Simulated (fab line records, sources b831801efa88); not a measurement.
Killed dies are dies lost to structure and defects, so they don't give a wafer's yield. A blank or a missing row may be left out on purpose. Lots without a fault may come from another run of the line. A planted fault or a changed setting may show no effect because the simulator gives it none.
Which tool did it? | flow sky130 | 6 lots, 18 wafers sampled, at 1 step of a route of 708

WHAT THE GAUGES READ, wafer by wafer
SKY_CONTACT_BOW_MEAS_05.
lot  | measured     | on            | CONTACT_BOW (um)
L880 | day 31 07:52 | film_metro-04 | 79 86 71
L882 | day 32 08:42 | film_metro-02 | 83 87 82
L884 | day 33 01:39 | film_metro-04 | 81 74 101
L891 | day 34 23:36 | film_metro-04 | 90 82 84
L898 | day 37 00:24 | film_metro-02 | 84 70 76
L901 | day 37 19:29 | film_metro-02 | 77 83 69

WHICH TOOL RAN EACH LOT (tool, then ch and the chambers of the sampled wafers, then the start)
The record holds no process step before these readings.

THE ANSWER, worked out from the rows above alone
Rule: what is usual is taken from the lots themselves. Put in order of their means at a reading, lots are off if they are a third of the lots or fewer, leave a main group of 4 or more, and stand apart from it by a gap of 3 or more times the standard deviation of the main group's means; of several such gaps the widest counts. A main group whose means are all the same, to the digits that the tables above print for the reading, isn't used. A lot without any number at a reading at which 4 lots or more have one is off too. The other lots that the step has rows for count as sound.
No lot is off at any reading shown: from this, nothing can be told.

WHAT THE SIMULATOR HAD PUT IN
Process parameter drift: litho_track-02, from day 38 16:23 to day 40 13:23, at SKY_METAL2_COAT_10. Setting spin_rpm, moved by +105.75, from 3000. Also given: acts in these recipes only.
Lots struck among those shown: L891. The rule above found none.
